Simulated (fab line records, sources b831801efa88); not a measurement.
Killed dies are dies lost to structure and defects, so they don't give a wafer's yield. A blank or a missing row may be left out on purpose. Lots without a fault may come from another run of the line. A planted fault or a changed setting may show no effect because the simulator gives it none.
A struck lot beside a sound one | flow sky130 | 37 steps out of a route of 708
Sound: wafers L188.2, L188.4, L188.5. Struck: wafer L189.2. (L189.1, L189.5 of the same lot were not struck and are left out.) The cause comes at the end.
At each step with rows: each side's tool, then ch and its chambers, then its first start. Under that, the readings that differ: sound wafers | struck wafers | difference of the means | sigmas: that difference in standard deviations of wafers without a fault.
alike: readings whose means differ by less than 2 such deviations, and words and numbers that are the same on both sides. not compared: withheld readings, readings that some wafer has no value for, bounds like >300 that may hide the same value, and numbers for which the record gives no deviation and whose values overlap.
The two part at a step that has a row with sigmas, a row that says differs or no value, or rows on one side only. Numbers that don't overlap but have no deviation are shown without sigmas and don't part them. A reading that every wafer of one side lacks parts them only if that side has two wafers or more.

first, 9 steps without rows for these wafers: SKY_METAL3_DESCUM_15 (chemistry O2, time 8 s); SKY_METAL3_ETCH_16 (etches BARC in N2/H2, stops on SiO2, time 88.2 s, target depth 60 nm); SKY_METAL3_ETCH_17 (etches SiO2 in C4F8/O2/Ar, stops on TiN, time 3.9 s, target depth 15 nm); SKY_METAL3_METAL_ETCH_18 (etches the open film in Cl2/BCl3, stops on SiO2, target depth 845 nm, time 183.1 s); SKY_METAL3_STRIP_19 (strips in O2/N2); SKY_METAL3_STRIP_20 (strips in post etch residue remover, time 1200 s); SKY_METAL3_CLEAN_21 (cleans in IPA, time 180 s); SKY_METAL3_CLEAN_22 (cleans in O3/DIW); SKY_VIA3_HDPCVD_00 (deposits SiO2, target thk 1635 nm, time 272.5 s).
SKY_VIA3_CMP_02: polishes SiO2.
  sound on cmp-02 ch 1,2,3, day 40 04:30; struck on cmp-02 ch 0, day 40 10:41
  reading                                  | sound             | struck | difference | sigmas
  model.SiO2_of_VIA3_HDPCVD_00.thk_nm (nm) | 464.9 464.5 463.3 | 853.6  | +389.4     |
  alike: motor_current_A
SKY_VIA3_BOW_MEAS_03:
  sound on film_metro-03, day 40 04:49; struck on film_metro-04, day 40 10:59
  reading       | sound    | struck | difference | sigmas
  VIA3_BOW (um) | 78 81 87 | 103    | +21        | +3
then, 9 steps without rows for these wafers: SKY_VIA3_DEHYDRATE_04 (time 60 s); SKY_VIA3_HMDS_05 (prime time 60 s); SKY_VIA3_COAT_06 (resist thk 60 nm); SKY_VIA3_COAT_07 (resist thk 450 nm); SKY_VIA3_SOFTBAKE_08 (time 90 s); SKY_VIA3_EXPOSE_09 (exposes mask VIM3, target cd 200 nm); SKY_VIA3_PEB_10; SKY_VIA3_DEVELOP_11 (develop time 60 s); SKY_VIA3_ETCH_14 (etches BARC in N2/H2, stops on SiO2, time 45.9 s, target depth 60 nm).
SKY_VIA3_ETCH_15: etches SiO2 in C4F8/O2/Ar, stops on TiN, target depth 507 nm, time 78 s.
  sound on rie_diel-02 ch 0,2,3, day 41 05:19; struck on rie_diel-02 ch 3, day 41 11:38
  reading                          | sound             | struck | difference | sigmas
  oes_product_au (a.u.)            | 0.953 0.948 0.941 | 1.033  | +0.086     | +16
  model.VIA3.feature_depth_nm (nm) | 464.9 464.5 463.3 | 528    | +64        |
  model.etch.depth_nm (nm)         | 464.9 464.5 463.3 | 528    | +64        |
  alike: bias_w
then, 13 steps without rows for these wafers: SKY_VIA3_STRIP_16 (strips in O2/N2); SKY_VIA3_STRIP_17 (strips in post etch residue remover, time 1200 s); SKY_VIA3_CLEAN_18 (cleans in IPA, time 180 s); SKY_VIA3_CLEAN_19 (cleans in O3/DIW); SKY_VIA3_SPUTTER_20 (material TiN, target thk 20 nm, time 80 s); SKY_VIA3_CVD_21 (deposits W, target thk 390 nm, time 117.31 s); SKY_VIA3_CMP_24 (polishes, stops on SiO2, t overpolish 20 s, target thk 0 nm); SKY_METAL4_SPUTTER_00 (material Ti, target thk 15 nm, time 10 s); SKY_METAL4_SPUTTER_01 (material TiN, target thk 20 nm, time 16.7 s); SKY_METAL4_SPUTTER_02 (material AlCu, target thk 735 nm, time 39.1 s); SKY_METAL4_SPUTTER_03 (material Ti, target thk 5 nm, time 3.3 s); SKY_METAL4_SPUTTER_04 (material TiN, target thk 70 nm, time 58.3 s); SKY_CAP2M_CVD_00 (deposits SiO2, target thk 15.5 nm).
-- the record jumps here: 2 days lie between the struck wafers' starts before and after (it left off in module CAP2M and takes up again in module METAL4, whose first step shown is number 598 of the route) --
SKY_METAL4_METAL_ETCH_18: etches the open film in Cl2/BCl3, stops on SiO2, target depth 845 nm, time 183.1 s.
  sound on rie_metal-02 ch 0, day 43 06:45; struck on rie_metal-01 ch 1, day 43 12:22
  reading                                  | sound             | struck | difference | sigmas
  drypump_motor_current_A (A)              | 5.7 5.7 5.8       | 5.0    | -0.7       | -2
  model.SiO2_of_VIA3_HDPCVD_00.thk_nm (nm) | 434.8 434.2 433.2 | 824.1  | +390.0     |
  alike: bcl3_flow_sccm, bias_w, oes_product_au, throttle_valve_pct
  not compared: rf_hours_counter_h
SKY_VIA4_BOW_MEAS_03:
  sound on film_metro-01, day 43 08:28; struck on film_metro-01, day 43 14:01
  alike: VIA4_BOW
-- the record jumps here: 4 days lie between the struck wafers' starts before and after (it left off in module VIA4 and takes up again in module PAD_OPEN, whose first step shown is number 708 of the route) --
SKY_PAD_OPEN_PROBE_99:
  sound on prober-02, day 47 02:20; struck on prober-01, day 47 08:04
  reading                               | sound                | struck | difference | sigmas
  model.etest.tester.sort_n_pass        | 404 418 410          | 0      | -411       |
  model.etest.tester.sort_yield_pct (%) | 82.11 84.96 83.33    | 0      | -83        |
  model.etest.tester.sort_bin_5_pct (%) | 11.38 9.35 10.57     | 85.69  | +75.26     |
  model.etest.tester.sort_bin_3_pct (%) | 1.016 0.6098 0.4065  | 8.009  | +7.332     |
  model.etest.met4_comb.leak_log10_a_um | -11.93 -12.06 -11.95 | -9.105 | +2.875     |
  model.etest.field_p.open              | 0 0 0                | 1      | +1         |
  model.etest.nfet_05v0_nvt.open        | 0 0 0                | 1      | +1         |
  model.etest.cap_poly_to_well.open     | 0 0 0                | 1      | +1         |
  alike: defect_limited_yield, killed_at_M0_to_M3, killed_at_M4_up, killed_at_contacts, killed_at_front_end, killed_at_other, killed_dies, killed_open, killed_short

WHERE THEY PART
First at SKY_VIA3_BOW_MEAS_03; last, within this record, at SKY_METAL4_METAL_ETCH_18. Later steps at which nothing parts them and some readings are alike: SKY_VIA4_BOW_MEAS_03, SKY_PAD_OPEN_PROBE_99.

WHY: what the simulator had put in
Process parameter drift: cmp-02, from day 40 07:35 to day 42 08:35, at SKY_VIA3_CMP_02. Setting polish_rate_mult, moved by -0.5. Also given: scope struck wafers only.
